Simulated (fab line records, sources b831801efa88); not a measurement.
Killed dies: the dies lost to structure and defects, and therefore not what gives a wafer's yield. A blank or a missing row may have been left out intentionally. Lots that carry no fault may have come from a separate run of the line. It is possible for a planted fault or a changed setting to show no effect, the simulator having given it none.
fab line records + flow sfq-line
record
- lots=14
- wafers=42
- last-day=83
route steps=325 shown I3@140
lots with no fault: from the same line, run without faults
start-h: hours from the record's first day to the start of the lot's first wafer shown + wait-h: hours from the lot's prior step to this one + " unchanged from the row above + L1.1+2: a row that stands for several wafers + - no value, or no start given + * or withheld: withheld + < > ~ a bound
route shown NAME@n: NAME is a module with steps in the file, n the number in the route of the first one + usual: average and standard deviation across the fault-free wafers + same: alike in all rows + chamber/n: place in a boat + sites: each site's reading + _std_site: standard deviation across them + _edge_site: mean of outer sites minus mean of inner sites + radius-mm: how far each site lies from the wafer's centre + mask NAME#n: copy n + behind: the tool/chamber that last shaped the wafer + hold: what put the lot on hold/how long, in hours/how the hold closed + device: which transistor (n, p or np) failed to switch + end of line: the same wafers' tests at the end of the route + a step with no rows: only its recipe + killed: dies lost to structure and defects at the first sort, not the wafer's yield + map: shows each die of a wafer: x if killed, . if not, _ if none is there
set.NAME: setting as actually run; set.NAME@STEP: the setting as run at that earlier step + model.NAME: the simulator's own value behind a step, which no gauge read
the route's steps for a sample of lots (tables are steps, rows are wafers)
services: when a tool's chamber went out of use (start-h, in hours from the record's first day, below 0 if earlier), for how many hours, and the reason
## steps
# step SFQ_TRILAYER_I3_VIA_LITHO_EXPOSE_086
# recipe
- mask-id=I3
- na=0.6
- source-shape=conventional
- sigma-outer=0.65
- target-cd-nm=500
- dose-mj=21.3
# usual
- exposure-dose-mJ-cm2=21.298/0.019
- focus-offset-nm=0.1/0.49
| lot.wafer | tool           | chamber | start-h | wait-h | mask | exposure-dose-mJ-cm2 | focus-offset-nm |
|-----------|----------------|---------|---------|--------|------|----------------------|-----------------|
| L176.1    | krf-scanner-02 | 0       | 979.47  | -      | I3#0 | 21.298               | -0.3            |
| L176.4    | "              | 0       | "       | "      | I3#0 | 21.291               | 0.6             |
| L176.6    | "              | 0       | "       | "      | I3#0 | 21.299               | -0.1            |
| L177.1    | krf-scanner-02 | 0       | 1007.07 | -      | I3#0 | 21.277               | 0.3             |
| L177.5    | "              | 0       | "       | "      | I3#0 | 21.288               | 0.1             |
| L177.6    | "              | 0       | "       | "      | I3#0 | 21.292               | 0.6             |
| L183.1    | krf-scanner-02 | -       | 1088.67 | -      | I3#0 | -                    | -               |
| L183.4    | "              | -       | "       | "      | I3#0 | -                    | -               |
| L183.5    | "              | -       | "       | "      | I3#0 | -                    | -               |
| L184.2    | krf-scanner-02 | -       | 1099.73 | -      | I3#0 | -                    | -               |
| L184.5    | "              | -       | "       | "      | I3#0 | -                    | -               |
| L184.6    | "              | -       | "       | "      | I3#0 | -                    | -               |
| L185.1    | krf-scanner-02 | 0       | 1103.13 | -      | I3#0 | 21.290               | 0.7             |
| L185.2    | "              | 0       | "       | "      | I3#0 | 21.273               | -0.2            |
| L185.6    | "              | 0       | "       | "      | I3#0 | 21.302               | -0.3            |
| L188.1    | krf-scanner-02 | 0       | 1130.73 | -      | I3#0 | 21.342               | -0.6            |
| L188.5    | "              | 0       | "       | "      | I3#0 | 21.349               | 0.0             |
| L188.6    | "              | 0       | "       | "      | I3#0 | 21.339               | -0.3            |
| L189.1    | krf-scanner-02 | 0       | 1136.73 | -      | I3#0 | 21.352               | 0.7             |
| L189.2    | "              | 0       | "       | "      | I3#0 | 21.311               | 0.0             |
| L189.5    | "              | 0       | "       | "      | I3#0 | 21.290               | 0.9             |
| L192.1    | krf-scanner-01 | 0       | 1169.13 | -      | I3#0 | 21.289               | 0.7             |
| L192.2    | "              | 0       | "       | "      | I3#0 | 21.267               | -0.3            |
| L192.5    | "              | 0       | "       | "      | I3#0 | 21.284               | 0.3             |
| L193.1    | krf-scanner-02 | 0       | 1170.46 | -      | I3#0 | 21.325               | -0.4            |
| L193.2    | "              | 0       | "       | "      | I3#0 | 21.303               | -1.1            |
| L193.5    | "              | 0       | "       | "      | I3#0 | 21.294               | 0.2             |
| L194.1    | krf-scanner-02 | 0       | 1205.18 | -      | I3#0 | 21.296               | -0.7            |
| L194.5    | "              | 0       | "       | "      | I3#0 | 21.317               | 0.9             |
| L194.6    | "              | 0       | "       | "      | I3#0 | 21.309               | 0.5             |
| L195.1    | krf-scanner-02 | 0       | 1250.88 | -      | I3#0 | 21.311               | -0.4            |
| L195.4    | "              | 0       | "       | "      | I3#0 | 21.278               | 0.0             |
| L195.6    | "              | 0       | "       | "      | I3#0 | 21.282               | -0.4            |
| L196.1    | krf-scanner-02 | 0       | 1253.08 | -      | I3#0 | 21.290               | 0.4             |
| L196.3    | "              | 0       | "       | "      | I3#0 | 21.268               | 0.5             |
| L196.5    | "              | 0       | "       | "      | I3#0 | 21.274               | 0.7             |
| L198.2    | krf-scanner-02 | 0       | 1256.88 | -      | I3#0 | 21.293               | 1.0             |
| L198.4    | "              | 0       | "       | "      | I3#0 | 21.291               | 0.5             |
| L198.6    | "              | 0       | "       | "      | I3#0 | 21.296               | 0.7             |
| L199.1    | krf-scanner-02 | 0       | 1259.08 | -      | I3#0 | 21.302               | 0.3             |
| L199.3    | "              | 0       | "       | "      | I3#0 | 21.275               | 0.1             |
| L199.5    | "              | 0       | "       | "      | I3#0 | 21.316               | 0.2             |
## services
| tool           | chamber | start-h | hours | kind   |
|----------------|---------|---------|-------|--------|
| krf-scanner-02 | -       | 959.06  | 4.0   | pm     |
| krf-scanner-01 | -       | 963.94  | 3.6   | pm     |
| krf-scanner-01 | -       | 1008.98 | 4.0   | pm     |
| krf-scanner-01 | -       | 1038.07 | 1.0   | pm     |
| krf-scanner-01 | -       | 1051.28 | 72.0  | pm     |
| krf-scanner-02 | -       | 1097.24 | 1.1   | repair |
| krf-scanner-02 | -       | 1122.62 | 0.4   | repair |
| krf-scanner-01 | -       | 1123.28 | 1.3   | pm     |
| krf-scanner-01 | -       | 1124.58 | 21.0  | pm     |
| krf-scanner-01 | -       | 1127.78 | 1.1   | repair |
| krf-scanner-01 | -       | 1145.58 | 0.8   | pm     |
| krf-scanner-02 | -       | 1146.33 | 1.3   | pm     |
| krf-scanner-02 | -       | 1147.63 | 1.0   | pm     |
| krf-scanner-02 | -       | 1148.63 | 0.8   | pm     |
| krf-scanner-01 | -       | 1206.33 | 1.0   | pm     |
| krf-scanner-01 | -       | 1238.77 | 1.3   | pm     |
| krf-scanner-02 | -       | 1247.18 | 1.3   | pm     |
| krf-scanner-01 | -       | 1247.72 | 0.9   | repair |
| krf-scanner-02 | -       | 1252.08 | 1.0   | pm     |
| krf-scanner-01 | -       | 1257.04 | 0.8   | pm     |
## key
first-sign
- step=SFQ_TRILAYER_I3_VIA_LITHO_EXPOSE_086
- reading=tool-record
- direction=missing
effect none on later readings
met-at SFQ_TRILAYER_I3_VIA_LITHO_EXPOSE_086
struck-lots L183,L184
onset-between 1007.07 1088.67
fault
- kind=skipped-step-whole
- tool=krf-scanner-02
- chamber=-
- onset-h=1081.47
- steps=SFQ_TRILAYER_I3_VIA_LITHO_EXPOSE_086
- scope=struck-lots-only
